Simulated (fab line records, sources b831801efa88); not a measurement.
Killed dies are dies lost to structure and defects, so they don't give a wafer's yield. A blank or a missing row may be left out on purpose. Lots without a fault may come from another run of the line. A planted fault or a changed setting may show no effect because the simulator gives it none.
fab line records | flow sfq_line
record lots=5 wafers=15 last_day=80
route steps=325 shown I1@87 M2@88
lots that met no fault: from a run of the same line without faults
start_h: hours from the record's first day to the start of the lot's first wafer shown | wait_h: hours since the lot's step before | " the same as in the row above | L1.1+2: a row that stands for several wafers | - no value, or no start given | * or withheld: withheld | < > ~ a bound
route shown NAME@n: a module of which the file shows steps, and the number in the route of the first | usual: mean/standard deviation of fault-free wafers | same: alike in all rows | chamber/n: place in a boat | sites: the reading at each site | _std_site: their standard deviation | _edge_site: outer sites' mean less inner sites' | radius_mm: how far each site lies from the wafer's centre | mask NAME#n: copy n | behind: the tool/chamber that last shaped the wafer | hold: why the lot was held/for how many hours/how that ended | device: the transistor (n, p or np) that didn't switch | end of line: the same wafers' tests at the end of the route | a step without rows: its recipe alone | killed: dies lost to structure and defects at the first sort, not the wafer's yield | map: a wafer's dies, x killed, . not, _ none there
set.NAME: the setting as run; set.NAME@STEP: as run at that earlier step | model.NAME: the simulator's own value behind a step, which no gauge read
lots at some steps of the route; a table a step, a row a wafer
services: from which hour (start_h, from the record's first day; less than 0 if before it) a tool's chamber was out of use, for how many hours, and why
## steps
# step SFQ_TRILAYER_I1_VIA_STRIP_SOLV_CLEAN_054
# recipe chemistry=NMP temp_c=70 time_s=600
# step SFQ_TRILAYER_M2_DEP_PRE_CLEAN_056
# recipe gas=Ar time_s=22.5 bias_v=250
# step SFQ_TRILAYER_M2_DEP_SPUTTER_055
# recipe material=Nb base_pressure_pa=1.33e-06 chamber_pressure_pa=0.1333 substrate_temp_c=20 resputter_cathode_voltage_v=400 target_thk_nm=200 power_w=2000 time_s=133.3
# usual throttle_valve_pct=30.0/1
# columns lot.wafer tool chamber start_h wait_h throttle_valve_pct
L743.1 pvd_sputter-04 - 666.31 0.0 32.1
L743.3 " - " " 30.8
L743.5 " - " " 29.0
L746.3 pvd_sputter-04 - 690.91 0.0 31.0
L746.4 " - " " 30.6
L746.6 " - " " 30.5
L754.3 pvd_sputter-06 - 753.28 0.0 29.5
L754.4 " - " " 28.9
L754.6 " - " " 29.5
L759.4 pvd_sputter-06 - 832.33 0.0 28.5
L759.5 " - " " 28.5
L759.6 " - " " 29.3
L760.1 pvd_sputter-04 - 845.21 0.0 29.0
L760.2 " - " " 32.0
L760.5 " - " " 30.9
# step SFQ_M2_RS_MEAS_914
# recipe thk_meas_gauge=four-point-probe reads=Nb_of_TRILAYER_M2_DEP_SPUTTER_055
# usual M2_NB_RS=0.889/0.0083
# columns lot.wafer tool chamber start_h wait_h M2_NB_RS[ohm/sq]
L743.1 film_metro-03 - 666.40 0.0 0.887
L743.3 " - " " 0.895
L743.5 " - " " 0.885
L746.3 film_metro-03 - 691.04 0.1 0.900
L746.4 " - " " 0.903
L746.6 " - " " 0.891
L754.3 film_metro-01 - 753.41 0.1 0.882
L754.4 " - " " 0.883
L754.6 " - " " 0.884
L759.4 film_metro-01 - 832.48 0.1 0.887
L759.5 " - " " 0.883
L759.6 " - " " 0.884
L760.1 film_metro-04 - 845.30 0.0 0.888
L760.2 " - " " 0.909
L760.5 " - " " 0.884
# step SFQ_TRILAYER_M2_LITHO_COAT_062
# recipe resist=BARC spin_rpm=3000 resist_thk_nm=62
# step SFQ_TRILAYER_M2_LITHO_COAT_057
# recipe resist=KrF spin_rpm=3000 resist_thk_nm=600
# step SFQ_TRILAYER_M2_LITHO_SOFTBAKE_061
# recipe temp_c=withheld time_s=withheld resist=KrF
# step SFQ_TRILAYER_M2_LITHO_EXPOSE_058
# recipe mask_id=M2 na=0.6 source_shape=conventional sigma_outer=0.65 target_cd_nm=500 dose_mj=14.4
# step SFQ_TRILAYER_M2_LITHO_PEB_060
# recipe peb_temp_c=115 peb_time_s=60 resist=KrF
# step SFQ_TRILAYER_M2_LITHO_DEVELOP_059
# recipe time_s=60 resist=KrF
# step SFQ_M2_OVL_MEAS_916
# usual M2_OVL=0/5.6
# columns lot.wafer tool chamber start_h wait_h M2_OVL[nm]
L743.1 overlay-01 - 668.83 0.1 -1
L743.3 " - " " 2
L743.5 " - " " 4
L746.3 overlay-01 - 843.10 0.1 3
L746.4 " - " " 6
L746.6 " - " " 4
L754.3 overlay-01 - 906.47 0.1 -3
L754.4 " - " " -13
L754.6 " - " " -9
L759.4 overlay-02 - 973.97 0.1 -4
L759.5 " - " " 2
L759.6 " - " " -9
L760.1 overlay-01 - 987.16 0.1 -1
L760.2 " - " " 1
L760.5 " - " " 3
# step SFQ_TRILAYER_M2_BARC_OPEN_METAL_ETCH_077
# recipe mask_material=PR chemistry=O2 target_depth_nm=125 target=BARC icp_w=600 bias_w=80 pressure_mtorr=10 time_s=41.7
# usual drypump_motor_current_A=5.6/0.6 oes_product_au=0.685/0.0045 rf_fwd_power_W=595.2/2.1 run_length_s=70.0/0.33
# columns lot.wafer tool chamber start_h wait_h drypump_motor_current_A oes_product_au rf_fwd_power_W rf_hours_counter_h run_length_s
L743.1 rie_metal-02 1 668.87 0.0 6.3 0.678 593.8 14 69.6
L743.3 " 0 " " 6.6 0.686 591.2 - 70.0
L743.5 " 1 " " 6.3 0.678 591.0 - 69.8
L746.3 rie_metal-03 0 843.14 0.0 5.5 0.683 595.0 - 69.9
L746.4 " 1 " " 6.1 0.675 597.4 - 69.8
L746.6 " 0 " " 5.5 0.684 593.6 - 69.9
L754.3 rie_metal-03 1 906.51 0.0 6.1 0.683 595.2 - 70.3
L754.4 " 0 " " 5.5 0.685 591.7 - 69.9
L754.6 " 1 " " 6.1 0.718 - - 67.7
L759.4 rie_metal-04 0 974.01 0.0 5.6 0.680 592.6 - 70.1
L759.5 " 1 " " 4.7 0.685 596.0 - 70.4
L759.6 " 0 " " 5.7 0.679 594.5 - 69.7
L760.1 rie_metal-04 0 987.19 0.0 5.6 0.689 596.0 80 69.6
L760.2 " 1 " " 4.8 0.689 597.8 61 70.4
L760.5 " 1 " " 4.7 0.678 596.8 - 70.5
# step SFQ_TRILAYER_M2_ETCH_METAL_ETCH_060
# recipe target=Nb stop_on=SiO2 mask_material=PR chemistry=Cl2/Ar target_depth_nm=240 icp_w=600 bias_w=80 pressure_mtorr=10 time_s=120
# usual drypump_motor_current_A=5.6/0.6 oes_product_au=0.895/0.007 rf_fwd_power_W=597.6/2 run_length_s=148.3/0.32
# columns lot.wafer tool chamber start_h wait_h drypump_motor_current_A oes_product_au rf_fwd_power_W rf_hours_counter_h run_length_s
L743.1 rie_metal-02 1 668.93 0.0 6.3 0.899 595.0 14 148.1
L743.3 " 0 " " 6.6 0.890 593.1 - 148.2
L743.5 " 1 " " 6.3 0.890 594.6 - 148.0
L746.3 rie_metal-03 0 843.22 0.1 5.5 0.882 598.2 - 148.1
L746.4 " 1 " " 6.2 0.884 599.4 - 148.5
L746.6 " 0 " " 5.4 0.894 597.7 - 147.9
L754.3 rie_metal-03 1 906.59 0.1 6.1 0.890 598.5 - 148.6
L754.4 " 0 " " 5.5 0.892 599.9 - 148.3
L754.6 " 1 " " 6.1 0.899 597.6 - 148.2
L759.4 rie_metal-04 0 974.09 0.1 5.7 0.898 599.1 - 147.9
L759.5 " 1 " " 4.8 0.903 598.3 - 148.4
L759.6 " 0 " " 5.7 0.896 600.1 - 148.4
L760.1 rie_metal-04 0 987.25 0.0 5.7 0.898 599.4 80 148.1
L760.2 " 1 " " 4.8 0.877 598.8 61 148.9
L760.5 " 1 " " 4.8 0.905 601.1 - 148.7
## services
# columns tool chamber start_h hours kind
pvd_sputter-04 - 653.10 3.1 repair
rie_metal-04 0 669.49 9.3 repair
rie_metal-04 - 701.51 0.7 repair
pvd_sputter-04 - 706.63 3.9 repair
rie_metal-02 - 748.12 1.8 repair
rie_metal-04 - 766.93 1.4 pm
rie_metal-04 1 781.08 20.5 repair
rie_metal-02 0 806.00 - clean
rie_metal-02 0 806.00 22.9 scheduled_down
rie_metal-02 0 806.00 22.9 vent_cycle
rie_metal-03 1 866.57 - clean
rie_metal-03 1 866.57 21.3 scheduled_down
rie_metal-03 1 866.57 21.3 vent_cycle
rie_metal-02 1 873.77 2.3 repair
pvd_sputter-04 - 880.58 3.3 repair
rie_metal-03 0 930.73 23.5 repair
rie_metal-02 - 939.96 10.0 pm
pvd_sputter-06 - 968.40 0.7 repair
rie_metal-03 - 974.51 4.3 pm
## key
first_sign step=SFQ_TRILAYER_M2_BARC_OPEN_METAL_ETCH_077 reading=oes_product_au direction=up sigmas=7.3 usual=0.685 struck=0.718
effect step=SFQ_TRILAYER_M2_BARC_OPEN_METAL_ETCH_077 reading=run_length_s direction=down sigmas=7.2 usual=* struck=*
met_at SFQ_TRILAYER_M2_BARC_OPEN_METAL_ETCH_077
struck_wafers L754.6
onset_between 843.14 906.51
fault kind=process_parameter_drift tool=rie_metal-03 chamber=- onset_h=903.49 steps=SFQ_TRILAYER_M2_BARC_OPEN_METAL_ETCH_077 channel=time_s offset=* shape=step end_h=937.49 scope=struck_wafers_only acts_in=* stated=*
